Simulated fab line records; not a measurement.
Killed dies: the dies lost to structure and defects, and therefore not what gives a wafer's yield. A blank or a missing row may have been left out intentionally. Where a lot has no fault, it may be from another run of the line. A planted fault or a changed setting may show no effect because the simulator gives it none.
fab line records	flow sky130
[record] lots = 12	wafers = 36	last_day = 50
route steps=708 shown CAPM@537 VIA3@594 CAP2M@617 VIA4@657 PAD_OPEN@708
lots that met no fault: taken from a fault-free run of the same line
start_h: hours from the record's first day to the start of the lot's first wafer shown	wait_h: time in hours since the lot's previous step	" same as the row above	L1.1+2: a row that stands for several wafers	- value missing, or start not given	* or withheld: withheld	< > ~ a bound
route shown NAME@n: a module of which the file shows steps, and the number in the route of the first	usual: mean and standard deviation over wafers with no fault	same: alike in all rows	chamber/n: place in a boat	sites: each site's reading	_std_site: how widely they spread, as a standard deviation	_edge_site: the outer-site mean with the inner-site mean subtracted	radius_mm: how far each site lies from the wafer's centre	mask NAME#n: copy n	behind: the last tool/chamber to shape the wafer	hold: why the lot was held/for how many hours/how that ended	device: names the non-switching transistor (n, p or np)	end of line: the tests these same wafers got at the end of their route	where a step has no rows: the recipe by itself	killed: at the first sort, the dies lost to defects and structure; wafer yield is something else	map: a wafer's dies, x killed, . not, _ none there
set.NAME: the setting as run; set.NAME@STEP: as run at that earlier step	model.NAME: the simulator's own value behind a step, which no gauge read
route steps across a sampled set of lots; one table per step, one row per wafer
services: a tool's chamber out of use, with start hour (start_h, from the record's first day; less than 0 if before it), hours out, and reason
[[steps]]
[step SKY_CAPM_CVD_00]
[recipe] material = SiO2	target_thk_nm = 15.5	temp_c = 400	time_s = withheld	rf_w = 450
[usual] heater_power_w = 743/96
lot.wafer	tool	chamber	start_h	wait_h	heater_power_w
L348.2	pecvd-02	0	853.12	0.0	667
L348.4	"	2	"	"	826
L348.6	"	0	"	"	663
L349.1	pecvd-02	1	868.59	0.0	709
L349.4	"	2	"	"	925
L349.5	"	0	"	"	753
L350.1	pecvd-03	1	872.58	0.0	801
L350.2	"	2	"	"	660
L350.3	"	0	"	"	656
L351.1	pecvd-03	1	889.19	0.0	937
L351.3	"	0	"	"	669
L351.4	"	0	"	"	665
L352.2	pecvd-02	2	892.36	0.0	855
L352.3	"	1	"	"	708
L352.4	"	2	"	"	858
L355.2	pecvd-04	2	908.07	0.0	695
L355.4	"	2	"	"	693
L355.5	"	0	"	"	761
L357.1	pecvd-03	2	919.58	0.0	691
L357.3	"	1	"	"	960
L357.4	"	2	"	"	691
L365.1	pecvd-02	1	988.51	0.0	688
L365.2	"	2	"	"	946
L365.4	"	2	"	"	916
L364.3	pecvd-03	1	989.98	0.0	899
L364.5	"	1	"	"	914
L364.6	"	0	"	"	714
L366.3	pecvd-03	2	998.88	0.0	585
L366.5	"	1	"	"	843
L366.6	"	0	"	"	672
L369.2	pecvd-02	0	1004.61	0.0	759
L369.3	"	1	"	"	679
L369.6	"	0	"	"	778
L370.2	pecvd-02	0	1013.58	0.0	663
L370.4	"	1	"	"	667
L370.6	"	1	"	"	656
[step SKY_VIA3_CVD_21]
[recipe] material = W	target_thk_nm = 390	time_s = 117.31	temp_c = 400	pressure_torr = 40
[usual] heater_power_w = 808/100
[same] time_s = 117.31
lot.wafer	tool	chamber	start_h	wait_h	heater_power_w	since_wet_clean_h
L348.2	cvd_w-01	0	933.30	0.0	700	529
L348.4	"	0	"	"	698	-
L348.6	"	1	"	"	717	-
L349.1	cvd_w-02	0	946.48	0.0	892	28
L349.4	"	0	"	"	886	-
L349.5	"	0	"	"	869	-
L350.1	cvd_w-02	0	951.73	0.0	898	34
L350.2	"	1	"	"	931	34
L350.3	"	0	"	"	884	-
L351.1	cvd_w-01	1	966.09	0.0	712	562
L351.3	"	1	"	"	724	-
L351.4	"	0	"	"	695	-
L352.2	cvd_w-02	0	970.53	0.0	879	53
L352.3	"	0	"	"	904	-
L352.4	"	1	"	"	911	-
L355.2	cvd_w-02	1	983.83	0.0	918	66
L355.4	"	0	"	"	888	-
L355.5	"	0	"	"	903	-
L357.1	cvd_w-02	1	999.39	0.0	944	81
L357.3	"	0	"	"	898	-
L357.4	"	1	"	"	943	-
L365.1	cvd_w-02	0	1059.96	0.0	888	142
L365.2	"	1	"	"	936	142
L365.4	"	1	"	"	945	-
L364.3	cvd_w-01	0	1060.43	0.1	711	-
L364.5	"	1	"	"	737	-
L364.6	"	0	"	"	698	-
L366.3	cvd_w-02	0	1068.72	0.1	893	-
L366.5	"	0	"	"	874	-
L366.6	"	0	"	"	879	-
L369.2	cvd_w-01	1	1074.56	0.0	731	671
L369.3	"	0	"	"	699	-
L369.6	"	0	"	"	693	-
L370.2	cvd_w-01	0	1081.88	0.0	701	678
L370.4	"	1	"	"	710	-
L370.6	"	0	"	"	693	-
[step SKY_CAP2M_STRIP_14]
[recipe] chemistry = O2/N2	power_w = 1400	pressure_mtorr = 1500	platen_temp_c = withheld	o2_flow_sccm = 3000	n2_flow_sccm = 300	overash_fraction = 0.5
[usual] drypump_motor_current_A = 5.64/0.28	oes_product_au = 0.711/0.0046	strip_time_to_endpoint_s = 12.66/0.051
lot.wafer	tool	chamber	start_h	wait_h	drypump_motor_current_A	oes_product_au	rf_hours_counter_h	strip_time_to_endpoint_s
L348.2	plasma_asher-04	1	959.31	0.1	5.70	0.714	82	12.69
L348.4	"	1	"	"	5.69	0.710	-	12.73
L348.6	"	0	"	"	6.09	0.711	-	12.68
L349.1	plasma_asher-01	1	972.59	0.1	5.44	0.707	22	12.54
L349.4	"	1	"	"	5.44	0.711	-	12.52
L349.5	"	1	"	"	5.45	0.713	-	12.53
L350.1	plasma_asher-01	0	978.04	0.1	5.54	0.718	23	12.65
L350.2	"	1	"	"	5.46	0.702	23	12.68
L350.3	"	0	"	"	5.53	0.711	-	12.68
L351.1	plasma_asher-01	0	991.51	0.1	5.52	0.707	24	12.64
L351.3	"	1	"	"	5.43	0.704	-	12.64
L351.4	"	0	"	"	5.54	0.709	-	12.69
L352.2	plasma_asher-04	1	998.51	0.1	5.76	0.708	86	12.61
L352.3	"	0	"	"	6.07	0.711	-	12.70
L352.4	"	1	"	"	5.71	0.712	-	12.61
L355.2	plasma_asher-04	1	1008.56	0.1	5.73	0.716	87	12.67
L355.4	"	0	"	"	6.06	0.711	-	12.63
L355.5	"	0	"	"	6.06	0.710	-	12.67
L357.1	plasma_asher-01	1	1022.71	0.1	5.39	0.718	28	12.65
L357.3	"	0	"	"	5.57	0.709	-	12.65
L357.4	"	1	"	"	5.42	0.713	-	12.66
L365.1	plasma_asher-04	0	1081.38	0.1	6.10	0.706	95	12.75
L365.2	"	1	"	"	5.68	0.707	95	12.72
L365.4	"	0	"	"	6.09	0.714	-	12.71
L364.3	plasma_asher-03	1	1082.02	0.1	5.88	0.718	-	12.71
L364.5	"	1	"	"	5.90	0.710	-	12.70
L364.6	"	0	"	"	5.22	0.707	-	12.72
L366.3	plasma_asher-03	1	1090.11	0.1	5.89	0.716	-	12.76
L366.5	"	0	"	"	5.22	0.710	-	12.75
L366.6	"	1	"	"	5.90	0.717	-	12.72
L369.2	plasma_asher-03	0	1095.83	0.1	5.21	0.706	64	12.68
L369.3	"	1	"	"	5.90	0.721	-	12.75
L369.6	"	0	"	"	5.20	0.711	-	12.72
L370.2	plasma_asher-04	1	1103.56	0.1	5.71	0.705	97	12.61
L370.4	"	1	"	"	5.69	0.704	-	12.60
L370.6	"	1	"	"	5.69	0.701	-	12.59
[step SKY_VIA4_CVD_18]
[recipe] material = W	target_thk_nm = 505	time_s = 152.14	temp_c = 400	pressure_torr = 40
[usual] heater_power_w = 816/110
[same] time_s = 152.14
lot.wafer	tool	chamber	start_h	wait_h	heater_power_w	since_wet_clean_h
L348.2	cvd_w-01	0	1007.78	0.0	692	604
L348.4	"	1	"	"	701	-
L348.6	"	0	"	"	700	-
L349.1	cvd_w-01	1	1019.65	0.0	726	616
L349.4	"	0	"	"	706	-
L349.5	"	0	"	"	688	-
L350.1	cvd_w-02	1	1027.80	0.0	954	110
L350.2	"	1	"	"	968	-
L350.3	"	1	"	"	932	-
L351.1	cvd_w-01	1	1040.34	0.0	708	636
L351.3	"	1	"	"	739	-
L351.4	"	0	"	"	695	-
L352.2	cvd_w-01	1	1046.19	0.0	713	642
L352.3	"	1	"	"	709	-
L352.4	"	0	"	"	696	-
L355.2	cvd_w-02	0	1056.74	0.0	894	139
L355.4	"	1	"	"	942	-
L355.5	"	1	"	"	925	-
L357.1	cvd_w-01	1	1068.14	0.0	736	664
L357.3	"	1	"	"	728	-
L357.4	"	0	"	"	704	-
L365.1	cvd_w-02	1	1125.37	0.0	940	207
L365.2	"	0	"	"	881	207
L365.4	"	1	"	"	939	-
L364.3	cvd_w-01	0	1125.74	0.1	688	-
L364.5	"	0	"	"	711	-
L364.6	"	1	"	"	724	-
L366.3	cvd_w-02	1	1131.79	0.1	913	-
L366.5	"	1	"	"	949	-
L366.6	"	0	"	"	906	-
L369.2	cvd_w-01	0	1137.49	0.0	720	734
L369.3	"	0	"	"	707	-
L369.6	"	1	"	"	723	-
L370.2	cvd_w-02	0	1146.11	0.0	895	228
L370.4	"	0	"	"	895	-
L370.6	"	0	"	"	899	-
[step SKY_PAD_OPEN_PROBE_99]
[usual] defect_limited_yield = 82.3/1.9	killed_at_M0_to_M3 = 45/6.6	killed_at_M4_up = 3.1/1.6	killed_at_contacts = 24/5	killed_at_front_end = 14/4.4	killed_at_other = 0.3/0.58	killed_dies = 87/9.2	killed_open = 47/6.7	killed_short = 40/6.4	sort_bin_3_pad_short = 0.9/0.5	sort_bin_5_function = 10.4/1.6	sort_bin_6_memory = 6.4/1.1	sort_n_pass = 405/9.1	sort_yield_pct = 82.3/1.9
[same] gross_dies = 492	killed_at_back_side = 0	sort_bin_4_leakage[%] = 0	sort_bin_8_speed[%] = 0
lot.wafer	tool	chamber	start_h	wait_h	hold	defect_limited_yield[%]	killed_at_M0_to_M3	killed_at_M4_up	killed_at_contacts	killed_at_front_end	killed_at_other	killed_dies	killed_open	killed_short	sort_bin_3_pad_short[%]	sort_bin_5_function[%]	sort_bin_6_memory[%]	sort_n_pass	sort_yield_pct[%]
L348.2	prober-02	-	1078.60	0.1	-	82.9	42	1	25	16	0	84	46	38	0.6	10.2	6.3	408	82.9
L348.4	prober-02	-	1078.70	0.2	-	83.3	35	4	27	16	0	82	42	40	0.6	10.0	6.1	410	83.3
L348.6	prober-02	-	1078.80	0.2	-	80.5	44	6	28	18	0	96	48	48	0.8	11.2	7.5	396	80.5
L349.1	prober-01	-	1088.12	0.1	-	82.1	45	0	24	18	1	88	41	47	1.8	8.9	7.1	404	82.1
L349.4	prober-01	-	1088.27	0.2	-	82.3	44	1	26	16	0	87	46	41	0.8	10.2	6.7	405	82.3
L349.5	prober-01	-	1088.32	0.2	-	81.7	38	3	33	16	0	90	44	46	1.4	10.4	6.5	402	81.7
L350.1	prober-02	-	1095.91	0.1	-	82.3	53	2	18	14	0	87	39	48	0.4	11.4	5.9	405	82.3
L350.2	prober-02	-	1095.96	0.1	-	80.3	50	6	28	13	0	97	45	52	0.6	11.0	8.1	395	80.3
L350.3	prober-02	-	1096.01	0.2	-	84.1	35	1	30	11	1	78	46	32	0.8	9.6	5.5	414	84.1
L351.1	prober-01	-	1107.16	0.1	-	83.1	49	4	20	10	0	83	53	30	0.4	8.7	7.7	409	83.1
L351.3	prober-01	-	1107.26	0.2	-	83.5	40	1	24	15	1	81	46	35	1.2	9.6	5.7	411	83.5
L351.4	prober-01	-	1107.31	0.2	-	80.7	56	4	21	14	0	95	58	37	1.2	12.8	5.3	397	80.7
L352.2	prober-02	-	1110.27	0.1	await_dispo/2.4h/release	70.5	38	71	21	15	0	145	44	31	4.7	19.1	5.7	347	70.5
L352.3	prober-02	-	1110.32	0.2	await_dispo/2.4h/release	69.5	45	71	19	15	0	150	42	41	4.1	19.5	6.9	342	69.5
L352.4	prober-02	-	1110.37	0.2	await_dispo/2.4h/release	82.9	37	2	32	13	0	84	51	33	0.6	11.0	5.5	408	82.9
L355.2	prober-01	-	1121.68	0.1	-	84.3	46	3	15	13	0	77	41	36	0.6	8.9	6.1	415	84.3
L355.4	prober-01	-	1121.78	0.2	-	82.9	40	2	29	13	0	84	50	34	0.6	10.0	6.5	408	82.9
L355.5	prober-01	-	1121.83	0.2	-	84.3	40	3	20	14	0	77	38	39	0.6	9.1	5.9	415	84.3
L357.1	prober-01	-	1131.55	0.1	await_dispo/2.6h/release	66.7	50	68	30	14	2	164	46	51	7.5	19.5	6.3	328	66.7
L357.3	prober-01	-	1131.65	0.2	await_dispo/2.6h/release	70.5	42	65	23	15	0	145	37	44	4.1	17.9	7.5	347	70.5
L357.4	prober-01	-	1131.70	0.2	await_dispo/2.6h/release	82.5	30	5	32	19	0	86	49	37	0.8	8.7	7.9	406	82.5
L365.1	prober-02	-	1182.00	0.1	-	82.1	47	4	20	16	1	88	50	38	0.4	9.8	7.7	404	82.1
L365.2	prober-02	-	1182.05	0.1	-	84.1	39	2	20	17	0	78	38	40	0.4	11.0	4.5	414	84.1
L365.4	prober-02	-	1182.15	0.2	-	79.9	57	5	23	13	1	99	57	42	1.4	10.0	8.7	393	79.9
L364.3	prober-01	-	1183.91	0.2	-	83.5	35	4	29	10	3	81	52	29	0.6	10.6	5.3	411	83.5
L364.5	prober-01	-	1184.01	0.2	-	83.9	44	5	17	13	0	79	37	42	1.0	9.1	5.9	413	83.9
L364.6	prober-01	-	1184.06	0.2	-	84.1	39	2	28	9	0	78	44	34	1.2	10.8	3.9	414	84.1
L366.3	prober-01	-	1187.74	0.2	-	77.4	49	4	39	18	1	111	64	47	1.0	15.4	6.1	381	77.4
L366.5	prober-01	-	1187.84	0.2	-	78.3	56	3	31	16	1	107	55	52	1.6	13.2	6.9	385	78.3
L366.6	prober-01	-	1187.89	0.2	-	78.5	55	5	32	14	0	106	59	47	0.4	14.8	6.3	386	78.5
L369.2	prober-01	-	1193.65	0.1	-	78.7	58	1	28	18	0	105	60	45	0.4	13.0	7.9	387	78.7
L369.3	prober-01	-	1193.70	0.2	-	82.7	45	3	25	12	0	85	46	39	0.8	11.4	5.1	407	82.7
L369.6	prober-01	-	1193.85	0.2	-	82.9	47	4	22	11	0	84	48	36	0.4	10.4	6.3	408	82.9
L370.2	prober-02	-	1200.75	0.1	-	81.7	48	3	25	14	0	90	49	41	0.4	11.0	6.9	402	81.7
L370.4	prober-02	-	1200.85	0.2	-	82.9	44	3	26	10	1	84	47	37	1.2	8.1	7.7	408	82.9
L370.6	prober-02	-	1200.95	0.2	-	83.3	50	2	25	5	0	82	35	47	2.0	9.1	5.5	410	83.3
// killed by level:class
L348.2 CONTACT:geometric_particle:open=9 VIA1:geometric_particle:open=9 CONTACT:geometric_particle:short=7 LI_CONTACT:geometric_particle:open=6 FIELD_ISO:geometric_particle:open=5 METAL1:geometric_particle:short=5 METAL2:geometric_particle:short=5 VIA3:geometric_particle:open=4
L348.4 CONTACT:geometric_particle:open=11 CONTACT:geometric_particle:short=7 VIA1:geometric_particle:open=7 POLY_GATE:geometric_particle:open=6 VIA3:geometric_particle:open=5 FIELD_ISO:geometric_particle:short=4 LI_CONTACT:geometric_particle:open=4 METAL1:geometric_particle:short=4
L348.6 CONTACT:geometric_particle:open=12 VIA1:geometric_particle:open=10 METAL1:geometric_particle:short=7 FIELD_ISO:geometric_particle:short=6 LOCAL_INTERCONNECT:geometric_particle:short=6 METAL3:geometric_particle:short=6 POLY_GATE:geometric_particle:short=5 VIA1:geometric_particle:short=5
L349.1 METAL1:geometric_particle:short=9 CONTACT:geometric_particle:open=7 VIA1:geometric_particle:open=7 METAL2:geometric_particle:short=7 POLY_GATE:geometric_particle:short=5 LOCAL_INTERCONNECT:geometric_particle:short=5 CONTACT:geometric_particle:short=5 FIELD_ISO:geometric_particle:open=4
L349.4 CONTACT:geometric_particle:open=8 VIA1:geometric_particle:open=7 CONTACT:geometric_particle:short=7 VIA2:geometric_particle:open=7 VIA3:geometric_particle:open=6 METAL1:geometric_particle:short=6 LI_CONTACT:geometric_particle:open=5 FIELD_ISO:geometric_particle:short=4
L349.5 CONTACT:geometric_particle:open=9 LOCAL_INTERCONNECT:geometric_particle:short=8 CONTACT:geometric_particle:short=8 VIA3:geometric_particle:open=7 LI_CONTACT:geometric_particle:open=7 FIELD_ISO:geometric_particle:open=6 METAL2:geometric_particle:short=6 VIA2:geometric_particle:short=5
L350.1 VIA2:geometric_particle:open=9 METAL1:geometric_particle:short=7 METAL2:geometric_particle:short=7 VIA3:geometric_particle:open=7 CONTACT:geometric_particle:open=6 VIA1:geometric_particle:open=6 POLY_GATE:geometric_particle:short=5 LOCAL_INTERCONNECT:geometric_particle:short=5
L350.2 METAL2:geometric_particle:short=14 VIA1:geometric_particle:open=10 CONTACT:geometric_particle:open=9 VIA2:geometric_particle:open=8 LI_CONTACT:geometric_particle:open=8 FIELD_ISO:geometric_particle:short=5 METAL4:geometric_particle:short=5 LOCAL_INTERCONNECT:geometric_particle:short=4
L350.3 CONTACT:geometric_particle:open=8 VIA1:geometric_particle:open=7 LI_CONTACT:geometric_particle:open=7 CONTACT:geometric_particle:short=7 VIA3:geometric_particle:open=7 VIA2:geometric_particle:open=6 POLY_GATE:geometric_particle:open=4 POLY_GATE:geometric_particle:short=4
L351.1 VIA1:geometric_particle:open=14 VIA2:geometric_particle:open=11 LI_CONTACT:geometric_particle:open=8 VIA1:geometric_particle:short=5 VIA3:geometric_particle:open=5 FIELD_ISO:geometric_particle:open=4 CONTACT:geometric_particle:open=4 METAL2:geometric_particle:short=4
L351.3 VIA1:geometric_particle:open=13 CONTACT:geometric_particle:open=9 VIA3:geometric_particle:open=8 CONTACT:geometric_particle:short=8 POLY_GATE:geometric_particle:short=4 VIA3:geometric_particle:short=4 FIELD_ISO:geometric_particle:short=3 LI_CONTACT:geometric_particle:open=3
L351.4 VIA2:geometric_particle:open=13 VIA1:geometric_particle:open=12 LI_CONTACT:geometric_particle:open=11 VIA3:geometric_particle:open=8 VIA1:geometric_particle:short=7 CONTACT:geometric_particle:open=6 METAL2:geometric_particle:short=6 FIELD_ISO:geometric_particle:short=5
L352.2 VIA4:unspecified=70 VIA1:geometric_particle:open=12 LOCAL_INTERCONNECT:geometric_particle:short=6 LI_CONTACT:geometric_particle:open=5 CONTACT:geometric_particle:open=5 METAL1:geometric_particle:short=5 METAL2:geometric_particle:short=5 VIA2:geometric_particle:open=5
L352.3 VIA4:unspecified=67 METAL1:geometric_particle:short=10 LI_CONTACT:geometric_particle:open=9 CONTACT:geometric_particle:open=8 VIA1:geometric_particle:short=8 VIA1:geometric_particle:open=6 FIELD_ISO:geometric_particle:short=5 VIA2:geometric_particle:open=4
L352.4 CONTACT:geometric_particle:open=14 VIA3:geometric_particle:open=8 LI_CONTACT:geometric_particle:open=7 VIA1:geometric_particle:open=7 CONTACT:geometric_particle:short=6 FIELD_ISO:geometric_particle:open=5 METAL1:geometric_particle:short=5 FIELD_ISO:geometric_particle:short=4
L355.2 VIA1:geometric_particle:open=11 VIA1:geometric_particle:short=8 VIA3:geometric_particle:open=7 FIELD_ISO:geometric_particle:open=6 METAL1:geometric_particle:short=5 LOCAL_INTERCONNECT:geometric_particle:short=4 CONTACT:geometric_particle:open=4 VIA2:geometric_particle:open=4
L355.4 CONTACT:geometric_particle:open=13 VIA1:geometric_particle:open=13 VIA2:geometric_particle:open=8 LI_CONTACT:geometric_particle:open=7 LOCAL_INTERCONNECT:geometric_particle:short=5 METAL1:geometric_particle:short=5 METAL2:geometric_particle:short=4 CONTACT:geometric_particle:short=4
L355.5 CONTACT:geometric_particle:open=8 VIA1:geometric_particle:open=8 METAL2:geometric_particle:short=7 VIA1:geometric_particle:short=6 FIELD_ISO:geometric_particle:open=4 LOCAL_INTERCONNECT:geometric_particle:short=4 VIA3:geometric_particle:open=4 FIELD_ISO:geometric_particle:short=3
L357.1 VIA4:unspecified=67 CONTACT:geometric_particle:open=11 METAL2:geometric_particle:short=9 VIA3:geometric_particle:open=9 VIA1:geometric_particle:open=7 CONTACT:geometric_particle:short=7 METAL1:geometric_particle:short=7 POLY_GATE:geometric_particle:short=5
L357.3 VIA4:unspecified=64 CONTACT:geometric_particle:open=12 METAL2:geometric_particle:short=11 CONTACT:geometric_particle:short=7 METAL1:geometric_particle:short=7 VIA1:geometric_particle:open=6 VIA2:geometric_particle:open=5 POLY_GATE:geometric_particle:open=3
L357.4 CONTACT:geometric_particle:open=14 VIA2:geometric_particle:open=9 METAL2:geometric_particle:short=7 LI_CONTACT:geometric_particle:open=7 FIELD_ISO:geometric_particle:open=4 FIELD_ISO:geometric_particle:short=4 POLY_GATE:geometric_particle:open=4 CONTACT:geometric_particle:short=4
L365.1 VIA1:geometric_particle:open=10 LI_CONTACT:geometric_particle:open=8 VIA2:geometric_particle:open=8 CONTACT:geometric_particle:open=7 VIA3:geometric_particle:open=7 POLY_GATE:geometric_particle:open=6 METAL1:geometric_particle:short=6 VIA3:geometric_particle:short=5
L365.2 CONTACT:geometric_particle:open=9 VIA1:geometric_particle:open=6 POLY_GATE:geometric_particle:open=5 METAL1:geometric_particle:short=5 VIA2:geometric_particle:open=5 VIA3:geometric_particle:open=5 FIELD_ISO:geometric_particle:short=4 CONTACT:geometric_particle:short=4
L365.4 VIA1:geometric_particle:open=16 VIA2:geometric_particle:open=11 METAL2:geometric_particle:short=9 CONTACT:geometric_particle:open=8 LI_CONTACT:geometric_particle:open=6 FIELD_ISO:geometric_particle:open=5 VIA3:geometric_particle:open=5 CONTACT:geometric_particle:short=4
L364.3 VIA1:geometric_particle:open=11 LI_CONTACT:geometric_particle:open=11 CONTACT:geometric_particle:open=10 VIA3:geometric_particle:open=6 POLY_GATE:geometric_particle:short=5 VIA2:geometric_particle:open=5 VIA1:geometric_particle:short=4 CONTACT:geometric_particle:short=4
L364.5 VIA3:geometric_particle:open=8 FIELD_ISO:geometric_particle:short=6 LOCAL_INTERCONNECT:geometric_particle:short=6 VIA1:geometric_particle:open=6 LI_CONTACT:geometric_particle:open=5 METAL1:geometric_particle:short=5 VIA1:geometric_particle:short=5 VIA2:geometric_particle:short=5
L364.6 CONTACT:geometric_particle:open=12 VIA1:geometric_particle:open=9 VIA3:geometric_particle:open=7 CONTACT:geometric_particle:short=5 LOCAL_INTERCONNECT:geometric_particle:short=5 VIA1:geometric_particle:short=5 VIA2:geometric_particle:open=4 POLY_GATE:geometric_particle:short=3
L366.3 CONTACT:geometric_particle:open=12 VIA2:geometric_particle:open=12 FIELD_ISO:geometric_particle:open=8 LI_CONTACT:geometric_particle:short=7 CONTACT:geometric_particle:short=7 VIA1:geometric_particle:open=7 VIA3:geometric_particle:open=7 METAL1:geometric_particle:short=6
L366.5 CONTACT:geometric_particle:open=14 VIA1:geometric_particle:open=13 VIA1:geometric_particle:short=8 LI_CONTACT:geometric_particle:open=8 VIA2:geometric_particle:open=8 LOCAL_INTERCONNECT:geometric_particle:short=5 METAL1:geometric_particle:short=5 METAL2:geometric_particle:short=5
L366.6 VIA1:geometric_particle:open=16 CONTACT:geometric_particle:open=12 LI_CONTACT:geometric_particle:open=10 VIA2:geometric_particle:short=7 METAL1:geometric_particle:short=6 FIELD_ISO:geometric_particle:open=5 VIA1:geometric_particle:short=5 VIA2:geometric_particle:open=5
L369.2 CONTACT:geometric_particle:open=13 VIA1:geometric_particle:open=12 METAL1:geometric_particle:short=8 METAL3:geometric_particle:short=6 FIELD_ISO:geometric_particle:open=5 METAL1:geometric_particle:open=5 VIA3:geometric_particle:open=5 LI_CONTACT:geometric_particle:open=5
L369.3 CONTACT:geometric_particle:open=15 METAL1:geometric_particle:short=10 VIA1:geometric_particle:open=8 VIA2:geometric_particle:open=7 VIA1:geometric_particle:short=6 VIA2:geometric_particle:short=5 FIELD_ISO:geometric_particle:short=4 LI_CONTACT:geometric_particle:open=4
L369.6 VIA1:geometric_particle:open=9 CONTACT:geometric_particle:open=8 METAL2:geometric_particle:short=8 VIA3:geometric_particle:open=8 LI_CONTACT:geometric_particle:open=7 VIA1:geometric_particle:short=5 METAL1:geometric_particle:short=5 VIA2:geometric_particle:open=5
L370.2 LI_CONTACT:geometric_particle:open=9 CONTACT:geometric_particle:open=8 VIA1:geometric_particle:open=8 VIA1:geometric_particle:short=7 VIA3:geometric_particle:open=6 METAL1:geometric_particle:short=6 METAL2:geometric_particle:short=6 FIELD_ISO:geometric_particle:open=5
L370.4 CONTACT:geometric_particle:open=11 VIA1:geometric_particle:open=11 VIA1:geometric_particle:short=7 CONTACT:geometric_particle:short=6 VIA2:geometric_particle:open=6 LI_CONTACT:geometric_particle:open=5 METAL1:geometric_particle:short=5 POLY_GATE:geometric_particle:open=4
L370.6 CONTACT:geometric_particle:open=9 VIA1:geometric_particle:short=9 CONTACT:geometric_particle:short=8 METAL1:geometric_particle:short=8 VIA1:geometric_particle:open=8 VIA3:geometric_particle:open=7 METAL2:geometric_particle:short=7 VIA2:geometric_particle:open=4
[[services]]
tool	chamber	start_h	hours	kind
cvd_w-02	0	835.48	8.7	repair
cvd_w-01	1	841.55	14.7	repair
plasma_asher-01	-	842.92	1.7	repair
pecvd-03	1	847.16	7.5	repair
cvd_w-01	0	855.78	2.4	repair
plasma_asher-01	-	873.68	4.5	repair
pecvd-02	-	903.14	1.2	repair
cvd_w-02	-	904.00	14.0	pm
pecvd-02	-	915.00	6.0	pm
cvd_w-02	-	918.00	6.9	pm
pecvd-03	1	958.88	11.8	repair
pecvd-03	-	959.22	0.8	repair
pecvd-04	-	963.14	1.3	repair
cvd_w-02	0	1018.57	3.3	repair
cvd_w-02	0	1024.10	9.5	repair
plasma_asher-03	-	1041.45	12.4	repair
pecvd-03	-	1051.07	14.6	pm
cvd_w-02	1	1066.32	10.5	repair
cvd_w-01	-	1082.59	10.1	repair
cvd_w-01	1	1094.14	7.5	repair
cvd_w-02	1	1094.63	7.2	repair
pecvd-03	-	1108.29	5.5	repair
pecvd-02	-	1125.96	0.7	repair
plasma_asher-03	-	1136.12	1.7	repair
[[key]]
[first_sign] step = SKY_PAD_OPEN_PROBE_99	reading = killed_at_M4_up	direction = up	sigmas = 41	usual = 3.1	struck = 68.8
[effect] step = SKY_PAD_OPEN_PROBE_99	reading = sort_bin_3_pad_short	direction = up	sigmas = 8.4	usual = 0.9	struck = 5.1
met_at SKY_VIA4_CVD_18
struck_lots L352,L357
struck_wafers L352.2,L352.3,L357.1,L357.3
not_acting_at SKY_CAPM_CVD_00,SKY_VIA3_CVD_21,SKY_CAP2M_STRIP_14
onset_between 1040.34 1046.19
[fault] kind = chamber_particle_source	tool = cvd_w-01	chamber = 1	onset_h = 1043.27	steps = SKY_VIA4_CVD_18	rate_per_visit_cm2 = 1.9856	end_h = 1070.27
